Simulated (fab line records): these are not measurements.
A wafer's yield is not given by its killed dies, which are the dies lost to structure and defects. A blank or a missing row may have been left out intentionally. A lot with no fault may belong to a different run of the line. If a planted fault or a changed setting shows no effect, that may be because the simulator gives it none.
What tool caused it? || flow sky130 || 7 lots (21 wafers sampled), 1 step of a 708-step route

WHAT THE GAUGES SHOWED, per wafer
SKY_METAL3_OVL_MEAS_14.
{"lot": "L245", "measured": "day 40 05:34", "on": "overlay-01", "METAL3_OVL (nm)": "6 11 1"}
{"lot": "L248", "measured": "day 40 17:52", "on": "overlay-01", "METAL3_OVL (nm)": "0 -1 6"}
{"lot": "L251", "measured": "day 41 21:32", "on": "overlay-01", "METAL3_OVL (nm)": "-2 14 19"}
{"lot": "L256", "measured": "day 43 01:40", "on": "overlay-02", "METAL3_OVL (nm)": "-6 -10 -9"}
{"lot": "L259", "measured": "day 43 19:29", "on": "overlay-02", "METAL3_OVL (nm)": "3 8 8"}
{"lot": "L261", "measured": "day 44 05:37", "on": "overlay-01", "METAL3_OVL (nm)": "26 5 9"}
{"lot": "L263", "measured": "day 44 23:34", "on": "overlay-01", "METAL3_OVL (nm)": "3 6 11"}

EACH LOT AND THE TOOL THAT RAN IT (in order: tool; ch and the chambers of the sampled wafers; start)
The record holds no process step before these readings.

THE ANSWER, worked out from the rows above alone
Rule: the usual values come from the lots themselves. Put in order of their means at a reading, lots are off if they are a third of the lots or fewer, leave a main group of 4 or more, and stand apart from it by a gap of 3 or more times the standard deviation of the main group's means; of several such gaps the widest counts. The tables above print the reading to a certain number of digits; a main group whose means all agree to those digits is not used. A lot without any number at a reading at which 4 lots or more have one is off too. The other lots that the step has rows for count as sound.
Across all readings shown, no lot is off: no conclusion can be drawn from this.

WHAT THE SIMULATOR HAD PUT IN
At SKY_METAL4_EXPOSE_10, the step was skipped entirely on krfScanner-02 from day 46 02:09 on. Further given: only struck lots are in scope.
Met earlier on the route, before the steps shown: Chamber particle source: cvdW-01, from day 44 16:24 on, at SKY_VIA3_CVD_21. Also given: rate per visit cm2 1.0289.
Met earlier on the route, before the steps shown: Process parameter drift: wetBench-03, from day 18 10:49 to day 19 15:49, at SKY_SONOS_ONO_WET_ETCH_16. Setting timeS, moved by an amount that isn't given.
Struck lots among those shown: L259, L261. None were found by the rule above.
